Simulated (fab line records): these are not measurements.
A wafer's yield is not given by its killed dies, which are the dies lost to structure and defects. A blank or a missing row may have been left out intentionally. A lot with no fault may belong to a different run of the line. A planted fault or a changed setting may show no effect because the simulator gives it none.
Comparing a struck lot with a sound one | flow gf180mcu | 16 steps out of a route of 602
Sound: these wafers, L759.1, L759.2, L759.4. Struck: wafer L761.3 (L761.4, L761.6, from the same lot, were not struck and are left out); the cause is given at the end.
Each step with rows lists, per side, the tool, then ch with its chambers, then its first start. Under that, the readings that differ: sound wafers | struck wafers | difference of the means | sigmas: that difference in standard deviations of wafers without a fault.
alike: a reading whose means differ by less than 2 such deviations, as well as words and numbers matching on both sides. not compared: withheld readings; readings where some wafer has no value; bounds like >300 that might hide an equal value; numbers whose values overlap and for which the record gives no deviation.
The two part at a step that has a row with sigmas, a row that says differs or no value, or rows on one side only. Non-overlapping numbers with no deviation appear without sigmas and do not part them. A reading that every wafer of one side lacks parts them only if that side has two wafers or more.

first, 6 steps without rows for these wafers: GF_TOP_METAL_HMDS_08 (prime time 60 s); GF_TOP_METAL_COAT_09 (resist thk 1500 nm); GF_TOP_METAL_SOFTBAKE_10 (time 60 s); GF_TOP_METAL_EXPOSE_11 (exposes mask MetalTop, target cd 440 nm); GF_TOP_METAL_PEB_12; GF_TOP_METAL_DEVELOP_13 (develop time 60 s).
GF_TOP_METAL_CD_MEAS_14: target cd 440 nm.
  sound: cd-sem-02 at day 32 03:08; struck: cd-sem-02 at day 32 19:16
  alike: cd-nm
GF_TOP_METAL_OVL_MEAS_15:
  sound: overlay-01 at day 32 03:15; struck: overlay-02 at day 32 19:22
  alike: TOP_METAL_OVL
GF_TOP_METAL_METAL_ETCH_16: etches the open film in Cl2/BCl3, stops on SiO2, target depth 1197 nm, time 199.5 s.
  sound on rie-metal-02 ch 0,1, day 32 03:17; struck on rie-metal-02 ch 1, day 32 19:27
  alike: drypump-motor-current-A, oes-product-au, rf-fwd-power-W, throttle-valve-pct
  not compared: rf-hours-counter-h
GF_TOP_METAL_STRIP_17: strips in O2/N2.
  sound on plasma-asher-04 ch 0,1, day 32 03:33; struck on plasma-asher-04 ch 0, day 32 19:37
  alike: drypump-motor-current-A, heater-power-w, oes-product-au, strip-time-to-endpoint-s
  not compared: rf-hours-counter-h
then, 2 steps without rows for these wafers: GF_TOP_METAL_STRIP_18 (strips in post etch residue remover, time 1200 s); GF_TOP_METAL_CLEAN_19 (cleans in DIW).
GF_PASSIVATION_CVD_00: deposits SiO2 from TEOS, target thk 1000 nm, time 111.95 s.
  sound on pecvd-02 ch 0,1, day 32 04:05; struck on pecvd-04 ch 1, day 32 20:13
  reading                                      | sound             | struck | difference | sigmas
  run-length-s (s)                             | 139.8 140.5 140.4 | 151.8  | +11.6      | +28
  model.SiO2_of_PASSIVATION_CVD_00.thk-nm (nm) | 1009 965.8 979.2  | 1099   | +114       |
  alike: heater-power-outer-w, heater-power-w, rf-fwd-power-W
GF_PASSIVATION_THK_MEAS_01:
  sound: film-metro-03 at day 32 04:10; struck: film-metro-02 at day 32 20:20
  reading                     | sound        | struck | difference | sigmas
  PASSIVATION_CVD_00_THK (nm) | 1008 966 980 | 1100   | +115       | +8
GF_PASSIVATION_CVD_02: deposits Si3N4, target thk 700 nm, time 486.18 s.
  sound on pecvd-04 ch 0,2, day 32 04:14; struck on pecvd-02 ch 0, day 32 20:22
  alike: heater-power-outer-w, heater-power-w, rf-fwd-power-W, run-length-s
next, for these wafers, 1 step has no rows: GF_PASSIVATION_PROBE_99.

## WHERE THEY PART
Last at GF_PASSIVATION_THK_MEAS_01 as far as this record goes, first at GF_PASSIVATION_CVD_00. Later steps at which nothing parts them and some readings are alike: GF_PASSIVATION_CVD_02.

WHY: what had been put in by the simulator
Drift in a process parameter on pecvd-04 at GF_PASSIVATION_CVD_00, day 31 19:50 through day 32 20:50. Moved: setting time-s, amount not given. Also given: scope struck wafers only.
